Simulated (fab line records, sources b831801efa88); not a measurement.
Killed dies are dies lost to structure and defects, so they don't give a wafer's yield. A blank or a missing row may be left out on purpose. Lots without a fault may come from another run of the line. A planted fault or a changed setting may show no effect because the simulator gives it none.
Tool commonality check | flow sky130 | 11 lots, 33 wafers sampled

WHY IT WAS OPENED
At SKY_CAP2M_THK_MEAS_01 the reading CAP2M_CVD_00_THK is flagged on 3 of 11 lots. Wafers without a fault read 15.40 nm, standard deviation 0.21.
Rule: a lot is flagged when every wafer of it that has a number lies more than 4 standard deviations from that mean, or none has a number. The other lots count as sound.

lot  | measured     | on            | CAP2M_CVD_00_THK (nm), wafer by wafer | flag
L951 | day 40 09:49 | film_metro-01 | 15.07 15.22 15.46                     |
L952 | day 41 07:17 | film_metro-01 | 15.22 15.50 15.34                     |
L953 | day 41 09:08 | film_metro-03 | 15.24 15.74 15.62                     |
L956 | day 42 02:20 | film_metro-03 | 27.73 28.05 28.16                     | FLAGGED
L961 | day 43 05:43 | film_metro-01 | 27.72 27.85 28.26                     | FLAGGED
L963 | day 43 07:55 | film_metro-01 | 27.97 27.69 28.53                     | FLAGGED
L965 | day 44 18:04 | film_metro-03 | 15.24 15.38 15.43                     |
L967 | day 44 18:47 | film_metro-03 | 15.27 15.06 15.32                     |
L970 | day 45 12:13 | film_metro-03 | 15.07 15.30 15.67                     |
L972 | day 45 22:40 | film_metro-04 | 15.23 15.61 15.65                     |
L973 | day 46 01:17 | film_metro-04 | 15.25 15.43 15.65                     |
The numbers of the flagged lots are 28.00 nm on average: +12.60 nm against the usual, or +60 standard deviations.

WHICH TOOL RAN EACH LOT
The record holds 2 process steps before the reading, out of a route of 708 steps. In each cell: the tool, then ch and the chambers that the sampled wafers went through, then the start.
lot  | flag    | SKY_METAL4_SPUTTER_01        | SKY_CAP2M_CVD_00
L951 |         | pvd_sputter-04, day 40 09:40 | pecvd-01 ch 0,2, day 40 09:48
L952 |         | pvd_sputter-03, day 41 07:07 | pecvd-01 ch 0,2, day 41 07:15
L953 |         | pvd_sputter-02, day 41 08:59 | pecvd-02 ch 0,2, day 41 09:07
L956 | FLAGGED | pvd_sputter-04, day 42 02:10 | pecvd-02 ch 0,1, day 42 02:17
L961 | FLAGGED | pvd_sputter-03, day 43 05:34 | pecvd-02 ch 0,1,2, day 43 05:42
L963 | FLAGGED | pvd_sputter-03, day 43 07:46 | pecvd-02 ch 0,1,2, day 43 07:54
L965 |         | pvd_sputter-02, day 44 17:55 | pecvd-01 ch 1,2, day 44 18:02
L967 |         | pvd_sputter-02, day 44 18:36 | pecvd-04 ch 1,2, day 44 18:45
L970 |         | pvd_sputter-02, day 45 12:03 | pecvd-01 ch 0,2, day 45 12:11
L972 |         | pvd_sputter-02, day 45 22:31 | pecvd-02 ch 0,2, day 45 22:38
L973 |         | pvd_sputter-03, day 46 01:07 | pecvd-04 ch 0,1, day 46 01:14
What these steps do:
- SKY_METAL4_SPUTTER_01: material TiN, target thk 20 nm, time 16.7 s.
- SKY_CAP2M_CVD_00: deposits SiO2, target thk 15.5 nm.
- SKY_CAP2M_THK_MEAS_01

FLAGGED OVER TOTAL, TOOL BY TOOL (the gauges that took the reading come last)
step                  | tool           | lots run | flagged | share of the flagged lots | sound lots run after its first flagged lot
SKY_METAL4_SPUTTER_01 | pvd_sputter-02 | 5        | 0       | none                      | -
SKY_METAL4_SPUTTER_01 | pvd_sputter-03 | 4        | 2       | some                      | 1 (L973)
SKY_METAL4_SPUTTER_01 | pvd_sputter-04 | 2        | 1       | some                      | 0
SKY_CAP2M_CVD_00      | pecvd-01       | 4        | 0       | none                      | -
SKY_CAP2M_CVD_00      | pecvd-02       | 5        | 3       | all                       | 1 (L972)
SKY_CAP2M_CVD_00      | pecvd-04       | 2        | 0       | none                      | -
SKY_CAP2M_THK_MEAS_01 | film_metro-01  | 4        | 2       | some                      | 0
SKY_CAP2M_THK_MEAS_01 | film_metro-03  | 5        | 1       | some                      | 3 (L965,L967,L970)
SKY_CAP2M_THK_MEAS_01 | film_metro-04  | 2        | 0       | none                      | -

WHAT THE TABLE ALLOWS
1 row of the table ran every flagged lot: pecvd-02 at SKY_CAP2M_CVD_00.
- pecvd-02 at SKY_CAP2M_CVD_00: 3 of its 5 lots flagged. Sound lots ran on it after the first flagged one (L972), which a lasting fault on the whole tool wouldn't allow.
No row of the table ran every flagged lot and no sound lot after the first.

WHAT THE SIMULATOR HAD PUT IN
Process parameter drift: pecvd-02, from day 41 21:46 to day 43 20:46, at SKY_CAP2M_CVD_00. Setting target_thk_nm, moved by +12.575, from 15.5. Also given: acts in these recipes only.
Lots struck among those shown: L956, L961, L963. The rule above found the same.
